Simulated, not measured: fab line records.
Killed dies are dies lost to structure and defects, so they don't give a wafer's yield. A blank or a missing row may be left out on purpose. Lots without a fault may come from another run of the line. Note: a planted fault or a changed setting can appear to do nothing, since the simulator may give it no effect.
What tool caused it?	flow gf180mcu	Sampling: 7 lots, 21 wafers, 2 of 602 route steps

WHAT THE GAUGES SHOWED, per wafer
GF_CONTACT_THK_MEAS_01.
lot	measured	on	CONTACT_CVD_00_THK (nm)
L567	day 15 14:07	film_metro-03	303 302 306
L569	day 16 03:06	film_metro-03	304 303 300
L574	day 17 18:17	film_metro-03	301 302 299
L576	day 18 17:29	film_metro-02	304 303 301
L583	day 21 03:29	film_metro-04	303 299 298
L585	day 21 21:41	film_metro-02	297 298 298
L589	day 23 23:10	film_metro-02	296 299 295

TOOL THAT RAN EACH LOT (tool first, then ch and the chambers of the sampled wafers, then the start)
lot	GF_SALICIDE_RTA_06
L567	rtp_anneal-02 ch 0, day 15 13:47
L569	rtp_anneal-01 ch 0, day 16 02:47
L574	rtp_anneal-01 ch 0, day 17 17:58
L576	rtp_anneal-02 ch 0, day 18 17:04
L583	rtp_anneal-02 ch 0, day 21 03:09
L585	rtp_anneal-01 ch 0, day 21 21:21
L589	rtp_anneal-02 ch 0, day 23 22:50
- GF_SALICIDE_RTA_06: time 30 s.

THE ANSWER, worked out from the rows above alone
Rule: what is usual is taken from the lots themselves. Put in order of their means at a reading, lots are off if they are a third of the lots or fewer, leave a main group of 4 or more, and stand apart from it by a gap of 3 or more times the standard deviation of the main group's means; of several such gaps the widest counts. Not used: any main group whose means are identical at the precision the tables above print for the reading. A lot without any number at a reading at which 4 lots or more have one is off too. All remaining lots with rows at the step are treated as sound.
None of the lots is off at any reading shown; this tells nothing.

WHAT THE SIMULATOR HAD INSERTED
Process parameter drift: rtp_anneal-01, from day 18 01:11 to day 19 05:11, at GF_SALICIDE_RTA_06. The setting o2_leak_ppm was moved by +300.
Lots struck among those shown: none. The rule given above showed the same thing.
